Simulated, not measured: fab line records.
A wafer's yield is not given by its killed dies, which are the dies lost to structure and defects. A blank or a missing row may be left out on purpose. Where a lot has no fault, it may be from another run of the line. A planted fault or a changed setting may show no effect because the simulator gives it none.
Problem report, 8D (eight disciplines) form, completed by code :: flow gf180mcu :: the parts of the form that need people (team, actions taken, sign-off) are left out

== 1. THE ISSUE ==
HV_LDD_RS at GF_HV_LDD_RS_MEAS_53 reads a mean of 412.1 ohm/sq on 6 wafers of 2 lots; wafers without a fault read 418.9 ohm/sq with a standard deviation of 0.94. Measured from the usual mean, that is -7.3 standard deviations.
The step: measures by four-point-probe.
Earliest sighting: wafer L584.2 on filmMetro-03 at day 18 05:25. Wafers with a number at this step in the record: 39, from 13 lots. The rule behind "out" and "out of limits": a value lying over 4 standard deviations away from the usual mean. The rest of the wafers with a number are treated as sound.

== 2. WHAT IT IS; WHAT IT IS NOT ==
question: which readings at this step
is: HV_LDD_RS
is not: -

question: which lots
is: L584, L585
is not: L571, L572, L573, L574, L575, L579, L582, L589, L590, L591, L594

question: which wafers of those lots
is: all that have a number
is not: -

question: read on which gauges
is: filmMetro-02, filmMetro-03
is not: filmMetro-04

question: when
is: from day 18 05:25
is not: up to then (21 sound wafers); but 12 sound wafers of L589, L590, L591, L594 came after

== 3. WHAT RULES OUT EACH SUSPECT ==
Counting: a tool at any process step up to the reading remains a suspect when it ran all the lots that are out and ran no sound lot after the first of those.
- the gauge at GF_HV_LDD_RS_MEAS_53 has been ruled out. The wafers that are out were read on 2 gauges (filmMetro-02, filmMetro-03).
- implanter-01 at GF_HV_LDD_IMPLANT_36: kept. Every lot that is out went through it, starting with L584 (day 17 04:08), and after that it ran no sound lot; the last sound lot it ran before then is L582 (day 16 14:28). Out on those wafers are its own readings of beamOnS, faradayCurrentUA.
The count leaves implanter-01 at GF_HV_LDD_IMPLANT_36.

== 4. THE CAUSE (what the simulator had put in) ==
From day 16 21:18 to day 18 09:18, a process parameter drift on implanter-01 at GF_HV_LDD_IMPLANT_36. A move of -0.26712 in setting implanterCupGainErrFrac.
This tool alone remained once counting was done.

== 5. THE CHAIN OF EFFECTS, in route order ==
Each row: a reading whose mean over the struck wafers that have a number lies more than 3 standard deviations from the usual. Readings are gone through only where the record gives a usual standard deviation; hours: the median, over the lots, of the time from a lot's start at the first step in this table giving one to that lot's start at this step; sigmas: the change measured in usual standard deviations.
hours: 0
step: GF_HV_LDD_IMPLANT_36
reading: beamOnS
usual: 10.01 s
on struck wafers: 13.63
change: +3.62
sigmas: +18

hours: 0
step: GF_HV_LDD_IMPLANT_36
reading: faradayCurrentUA
usual: 41.1
on struck wafers: 30.2
change: -10.9
sigmas: -13

hours: 0
step: GF_HV_LDD_TW_MEAS_38
reading: HV_LDD_3_TW
usual: 1416
on struck wafers: 1470
change: +54
sigmas: +3.2

hours: 25
step: GF_HV_LDD_RS_MEAS_53
reading: HV_LDD_RS
usual: 418.9 ohm/sq
on struck wafers: 412.1
change: -6.8
sigmas: -7.3
Its process steps:
- GF_HV_LDD_IMPLANT_36
Later measuring or inspecting steps at which every struck wafer that the step has a row for has a number for every such reading, and none has moved that far: GF_HV_LDD_THK_MEAS_55.

== 6. HOW IT WOULD HAVE BEEN CAUGHT EARLIER ==
Counted from the fault's start at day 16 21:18, it took 32 hours until the first out-of-limits reading at a measuring or inspecting step in this record, taken at day 18 05:25.
The tool's own readings at GF_HV_LDD_IMPLANT_36 were out on every struck wafer that the step has a row for (beamOnS, faradayCurrentUA): an alarm limit on them would have fired on the first of those.
The start of GF_HV_LDD_IMPLANT_36 on implanter-01 came by day 18 05:25 for every one of the lots that are out (2). None of them would have been spared by holding the tool at that moment.
